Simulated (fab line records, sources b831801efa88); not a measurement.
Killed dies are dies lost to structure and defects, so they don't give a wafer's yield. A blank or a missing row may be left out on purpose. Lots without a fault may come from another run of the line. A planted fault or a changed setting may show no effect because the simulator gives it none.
Which tool did it? | flow sky130 | 12 lots, 36 wafers sampled, at 3 steps of a route of 708

WHAT THE GAUGES READ, wafer by wafer
SKY_CAPM_THK_MEAS_01. Usual: CAPM_CVD_00_THK 15.64 nm, standard deviation 0.19.
lot  | measured     | on            | CAPM_CVD_00_THK (nm) | flag
L718 | day 36 03:06 | film_metro-03 | 15.40 15.56 15.45    |
L719 | day 36 08:55 | film_metro-03 | 15.23 15.63 15.79    |
L720 | day 37 01:31 | film_metro-02 | 15.62 15.84 15.80    |
L727 | day 39 06:19 | film_metro-02 | 15.70 15.89 15.98    |
L728 | day 39 08:18 | film_metro-01 | 15.60 15.70 15.83    |
L730 | day 39 23:46 | film_metro-01 | 15.58 15.76 15.80    |
L732 | day 40 11:28 | film_metro-03 | 15.49 15.64 15.93    |
L733 | day 40 18:37 | film_metro-03 | 15.33 15.53 15.60    |
L734 | day 41 04:43 | film_metro-03 | 15.59 15.73 15.75    |
L737 | day 41 22:29 | film_metro-01 | 15.62 15.85 15.80    |
L739 | day 42 11:54 | film_metro-03 | 15.71 16.02 15.95    |
L741 | day 42 20:52 | film_metro-01 | 15.46 15.35 15.61    |

SKY_VIA3_THK_MEAS_23: measures by xrf. Usual: VIA3_W_THK 399 nm, standard deviation 6.2.
lot  | measured     | on            | VIA3_W_THK (nm) | flag
L718 | day 39 10:25 | film_metro-02 | 391 396 388     |
L719 | day 39 16:04 | film_metro-01 | 390 390 388     |
L720 | day 40 07:53 | film_metro-04 | 402 400 397     |
L727 | day 42 10:14 | film_metro-04 | 399 402 404     |
L728 | day 42 12:58 | film_metro-04 | 396 406 403     |
L730 | day 43 03:37 | film_metro-01 | 393 387 393     |
L732 | day 43 14:44 | film_metro-02 | 401 399 400     |
L733 | day 43 21:56 | film_metro-04 | 407 405 406     |
L734 | day 44 07:32 | film_metro-02 | 400 393 404     |
L737 | day 44 23:25 | film_metro-01 | 405 402 399     |
L739 | day 45 11:24 | film_metro-02 | 393 396 389     |
L741 | day 45 19:39 | film_metro-01 | 387 392 393     |

WHICH TOOL RAN EACH LOT (tool, then ch and the chambers of the sampled wafers, then the start)
lot  | SKY_VIA3_CMP_02
L718 | cmp-02 ch 1,2, day 38 08:01
L719 | cmp-02 ch 0,1,2, day 38 13:41
L720 | cmp-02 ch 2,3, day 39 05:35
L727 | cmp-01 ch 0,3, day 41 08:38
L728 | cmp-02 ch 0,1,3, day 41 11:35
L730 | cmp-02 ch 1,2,3, day 42 02:13
L732 | cmp-01 ch 1,2, day 42 13:49
L733 | cmp-01 ch 1,2,3, day 42 21:08
L734 | cmp-01 ch 0,1, day 43 06:45
L737 | cmp-02 ch 0,1,3, day 43 23:52
L739 | cmp-01 ch 2,3, day 44 12:15
L741 | cmp-01 ch 0,1,3, day 44 20:19
- SKY_VIA3_CMP_02: polishes SiO2.

WHAT THE TOOLS THEMSELVES READ (means of the sampled wafers that have a number; where no wafer has one, the mark that the record gives instead)
SKY_VIA3_CMP_02. Usual: motor_current_A 11.4 A, standard deviation 1.1; retaining_ring_pressure_frac 1.000, standard deviation 0.0045.
lot  | tool   | motor_current_A (A) | retaining_ring_pressure_frac | flag
L718 | cmp-02 | 10.5                | 0.998                        |
L719 | cmp-02 | 11.0                | 1.000                        |
L720 | cmp-02 | 11.4                | 0.998                        |
L727 | cmp-01 | 12.8                | 1.003                        |
L728 | cmp-02 | 11.8                | 1.000                        |
L730 | cmp-02 | 11.0                | 1.000                        |
L732 | cmp-01 | 10.5                | 0.999                        |
L733 | cmp-01 | 10.7                | 0.999                        |
L734 | cmp-01 | 11.8                | 1.001                        |
L737 | cmp-02 | 11.6                | 0.999                        |
L739 | cmp-01 | 11.9                | 1.001                        |
L741 | cmp-01 | 11.6                | 1.002                        |

THE ANSWER, worked out from the rows above alone
Rule: a lot is off if the mean of its wafers that have a number lies more than 3 standard deviations from the usual mean. A lot without any number at a reading at which 4 lots or more have one is off too. The other lots that the step has rows for count as sound. The gauges are gone through in route order, then the tools' own readings, and for those a lot's mean is taken as printed above. The first step at which some lot is off is used, and at that step the reading that is off furthest; a lot without a number counts as furthest.
No lot is off at any reading shown: from this, nothing can be told.

WHAT THE SIMULATOR HAD PUT IN
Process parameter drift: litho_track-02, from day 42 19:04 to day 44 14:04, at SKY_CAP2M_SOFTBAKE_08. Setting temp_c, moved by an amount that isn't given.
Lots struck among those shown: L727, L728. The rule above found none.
